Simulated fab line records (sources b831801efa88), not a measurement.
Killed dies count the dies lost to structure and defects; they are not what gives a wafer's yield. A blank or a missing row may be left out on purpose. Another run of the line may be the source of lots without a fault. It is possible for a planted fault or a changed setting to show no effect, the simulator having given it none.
A single fault, viewed from 2 desks / flow gf180mcu / each desk has only its own numbers; what lay behind them comes last

## THE TOOL OWNER'S DESK: pecvd-01
The tool's own readings at GF_PASSIVATION_CVD_02 (deposits Si3N4, target thk 700 nm, time 486.18 s): means of the sampled wafers that have a number, for each lot that ran on this tool. If a lot's mean is further than 4 standard deviations from the usual mean, the lot is out of limits and carries the mark OUT (the distance appears in the brackets).
Columns: A = heaterPowerW at GF_PASSIVATION_CVD_02, usual 659 W; B = rfFwdPowerW at GF_PASSIVATION_CVD_02, usual 449.4 W
lot=L723; first seen here=day 28 09:30; A=699; B=448.8
lot=L733; first seen here=day 31 12:10; A=778; B=449.8
lot=L734; first seen here=day 31 16:01; A=699; B=447.9
lot=L745; first seen here=day 34 10:58; A=602; B=450.7
This desk's verdict: no lot among the 4 shows anything out of limits.

## AT THE METROLOGY DESK
What the gauges read for every lot (on any tool): the sampled wafers with a number, averaged. If a lot's mean is further than 4 standard deviations from the usual mean, the lot is out of limits and carries the mark OUT (the distance appears in the brackets).
Columns: A = PASSIVATION_CVD_00_THK at GF_PASSIVATION_THK_MEAS_01, usual 1002 nm; B = PASSIVATION_CVD_02_THK at GF_PASSIVATION_THK_MEAS_03, usual 697 nm
lot=L722; first seen here=day 28 04:10; A=1015; B=703
lot=L723; first seen here=day 28 09:28; A=1007; B=694
lot=L724; first seen here=day 28 13:31; A=1015; B=692
lot=L725; first seen here=day 29 01:31; A=997; B=693
lot=L726; first seen here=day 29 09:49; A=1013; B=686
lot=L733; first seen here=day 31 12:06; A=1002; B=744 (+5.5) OUT
lot=L734; first seen here=day 31 15:57; A=1010; B=737 (+4.8) OUT
lot=L739; first seen here=day 32 21:47; A=997; B=697
lot=L742; first seen here=day 33 18:50; A=991; B=691
lot=L743; first seen here=day 33 21:58; A=1003; B=704
lot=L744; first seen here=day 34 03:50; A=1007; B=698
lot=L745; first seen here=day 34 10:55; A=1004; B=703
This desk finds L733, L734 out of limits, with the earliest case on L733 at day 31 12:27 (PASSIVATION_CVD_02_THK at GF_PASSIVATION_THK_MEAS_03). Within limits: L722, L723, L724, L725, L726, L739, L742, L743, L744, L745.

## TAKEN TOGETHER
The metrology desk could have raised an alarm at day 31 12:27, on L733, L734.
Nothing out of limits was seen by the tool owner's desk.
On record at the tool owner's desk: L733, L734, within its limits.
All the named lots went through GF_PASSIVATION_CVD_02 on pecvd-01.

## WHAT THE SIMULATOR PUT IN
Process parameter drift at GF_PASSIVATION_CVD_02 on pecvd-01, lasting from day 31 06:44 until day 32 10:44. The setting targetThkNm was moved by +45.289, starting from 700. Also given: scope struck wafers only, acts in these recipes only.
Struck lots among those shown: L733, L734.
Hours from the fault's start to each desk's first reading out of limits: the metrology desk, 6.
